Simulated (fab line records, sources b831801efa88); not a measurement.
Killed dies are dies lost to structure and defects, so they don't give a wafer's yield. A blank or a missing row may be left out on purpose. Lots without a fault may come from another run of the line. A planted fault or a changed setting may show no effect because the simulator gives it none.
Which tool did it? | flow sky130 | 14 lots, 42 wafers sampled, at 3 steps of a route of 708

WHAT THE GAUGES READ, wafer by wafer
The record holds no reading of a measuring or inspecting step that can be judged against a usual standard deviation.

WHICH TOOL RAN EACH LOT (tool, then ch and the chambers of the sampled wafers, then the start)
lot  | SKY_CAP2M_COAT_07                 | SKY_CAP2M_STRIP_14                   | SKY_PAD_OPEN_PROBE_99
L309 | litho_track-01 ch 0, day 40 02:50 | plasma_asher-04 ch 0,1, day 40 13:58 | -
L311 | litho_track-03 ch 0, day 40 09:10 | plasma_asher-02 ch 0,1, day 40 21:43 | -
L310 | litho_track-02 ch 0, day 40 20:04 | plasma_asher-01 ch 0,1, day 41 08:19 | -
L312 | litho_track-03 ch 0, day 40 23:19 | plasma_asher-02 ch 0,1, day 41 10:34 | -
L316 | litho_track-01 ch 0, day 42 08:10 | plasma_asher-04 ch 0,1, day 42 19:41 | prober-02, day 47 13:26
L320 | litho_track-03 ch 0, day 45 11:39 | plasma_asher-01 ch 0,1, day 45 23:37 | -
L321 | litho_track-03 ch 0, day 45 14:05 | plasma_asher-04 ch 0,1, day 46 01:41 | -
L322 | litho_track-02 ch 0, day 45 14:25 | plasma_asher-04 ch 0,1, day 46 01:58 | prober-01, day 50 08:37
L325 | litho_track-01 ch 0, day 45 15:29 | plasma_asher-02 ch 0,1, day 46 02:31 | prober-02, day 50 09:50
L324 | litho_track-02 ch 0, day 45 17:04 | plasma_asher-04 ch 0,1, day 46 03:41 | prober-01, day 50 10:14
L323 | litho_track-02 ch 0, day 45 18:02 | plasma_asher-04 ch 0,1, day 46 04:38 | prober-02, day 50 11:26
L328 | litho_track-02 ch 0, day 45 18:37 | plasma_asher-01 ch 0,1, day 46 04:58 | -
L326 | litho_track-02 ch 0, day 45 19:35 | plasma_asher-01 ch 0,1, day 46 05:35 | -
L329 | litho_track-02 ch 0, day 45 20:11 | plasma_asher-01 ch 0,1, day 46 05:53 | -
- SKY_CAP2M_COAT_07: resist thk 1140 nm.
- SKY_CAP2M_STRIP_14: strips in O2/N2.
- SKY_PAD_OPEN_PROBE_99

WHAT THE TOOLS THEMSELVES READ (means of the sampled wafers that have a number; where no wafer has one, the mark that the record gives instead)
SKY_CAP2M_COAT_07.
lot  | tool           | spin_speed_rpm (rpm)
L309 | litho_track-01 | 2996.0
L311 | litho_track-03 | 3002.3
L310 | litho_track-02 | 3000.8
L312 | litho_track-03 | 3001.2
L316 | litho_track-01 | 2999.2
L320 | litho_track-03 | 2898.5
L321 | litho_track-03 | 2898.3
L322 | litho_track-02 | 3000.0
L325 | litho_track-01 | 3000.3
L324 | litho_track-02 | 2998.5
L323 | litho_track-02 | 2998.5
L328 | litho_track-02 | 2999.8
L326 | litho_track-02 | 2999.4
L329 | litho_track-02 | 2997.6

SKY_CAP2M_STRIP_14.
lot  | tool            | drypump_motor_current_A (A) | n2_flow_sccm (sccm) | oes_product_au (a.u.) | strip_time_to_endpoint_s (s)
L309 | plasma_asher-04 | 5.5                         | 300.7               | 0.711                 | 12.70
L311 | plasma_asher-02 | 5.9                         | 299.7               | 0.712                 | 12.65
L310 | plasma_asher-01 | 6.2                         | 299.9               | 0.712                 | 12.71
L312 | plasma_asher-02 | 5.9                         | 299.6               | 0.710                 | 12.67
L316 | plasma_asher-04 | 5.5                         | 300.2               | 0.709                 | 12.65
L320 | plasma_asher-01 | 6.2                         | 300.7               | 0.709                 | 12.88
L321 | plasma_asher-04 | 5.6                         | 299.7               | 0.708                 | 12.87
L322 | plasma_asher-04 | 5.5                         | 300.7               | 0.708                 | 12.64
L325 | plasma_asher-02 | 5.9                         | 300.7               | 0.714                 | 12.71
L324 | plasma_asher-04 | 5.5                         | 299.7               | 0.709                 | 12.70
L323 | plasma_asher-04 | 5.5                         | 299.8               | 0.713                 | 12.68
L328 | plasma_asher-01 | 6.2                         | 299.7               | 0.712                 | 12.68
L326 | plasma_asher-01 | 5.7                         | 299.6               | 0.711                 | 12.69
L329 | plasma_asher-01 | 5.7                         | 300.7               | 0.712                 | 12.64

SKY_PAD_OPEN_PROBE_99.
lot  | tool      | defect_limited_yield (%) | killed_at_M0_to_M3 | killed_at_M4_up | killed_at_contacts | killed_at_front_end | killed_at_other | killed_dies | killed_open | killed_short | sort_bin_3_pad_short (%) | sort_bin_5_function (%) | sort_bin_6_memory (%) | sort_n_pass | sort_yield_pct (%)
L316 | prober-02 | 84.1                     | 33                 | 2.3             | 23                 | 19                  | 0.0             | 78          | 43          | 35           | 0.7                      | 9.1                     | 6.1                   | 414         | 84.1
L322 | prober-01 | 81.8                     | 40                 | 2.3             | 24                 | 22                  | 0.7             | 89          | 51          | 38           | 0.8                      | 9.8                     | 7.6                   | 403         | 81.8
L325 | prober-02 | 82.0                     | 44                 | 2.0             | 26                 | 16                  | 0.3             | 89          | 47          | 42           | 1.0                      | 10.7                    | 6.3                   | 403         | 82.0
L324 | prober-01 | 82.8                     | 44                 | 3.3             | 21                 | 16                  | 0.0             | 85          | 46          | 39           | 0.7                      | 10.7                    | 5.8                   | 407         | 82.8
L323 | prober-02 | 84.3                     | 36                 | 3.3             | 19                 | 19                  | 0.0             | 77          | 42          | 34           | 0.6                      | 8.8                     | 6.2                   | 415         | 84.3

THE ANSWER, worked out from the rows above alone
Rule: what is usual is taken from the lots themselves. Put in order of their means at a reading, lots are off if they are a third of the lots or fewer, leave a main group of 4 or more, and stand apart from it by a gap of 3 or more times the standard deviation of the main group's means; of several such gaps the widest counts. A main group whose means are all the same, to the digits that the tables above print for the reading, isn't used. A lot without any number at a reading at which 4 lots or more have one is off too. The other lots that the step has rows for count as sound. The gauges are gone through in route order, then the tools' own readings, and for those a lot's mean is taken as printed above. The first step at which some lot is off is used, and at that step the reading that is off furthest; a lot without a number counts as furthest.
Off: L320, L321, at SKY_CAP2M_COAT_07 (spin_speed_rpm). The main group: mean 2999.5 rpm, standard deviation 1.6.
A tool fits if, at that step or a process step before it, it ran every lot that is off, and no sound lot after the first of them. One fits: litho_track-03 at SKY_CAP2M_COAT_07. Its last sound lot is L312 (day 40 23:19), its first lot that is off L320 (day 45 11:39): a fault that began between those two fits.
The tool's own readings at SKY_CAP2M_COAT_07 bear it out: on the lots that are off they differ by more than 5 times the standard deviation of the sound lots' means. spin_speed_rpm reads 2898.4 rpm there against 2999.5 rpm on the sound lots.

WHAT THE SIMULATOR HAD PUT IN
Process parameter drift: litho_track-03, from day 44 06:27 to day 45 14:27, at SKY_CAP2M_COAT_07. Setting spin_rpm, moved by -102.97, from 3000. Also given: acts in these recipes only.
Lots struck among those shown: L320, L321. The rule above found the same.
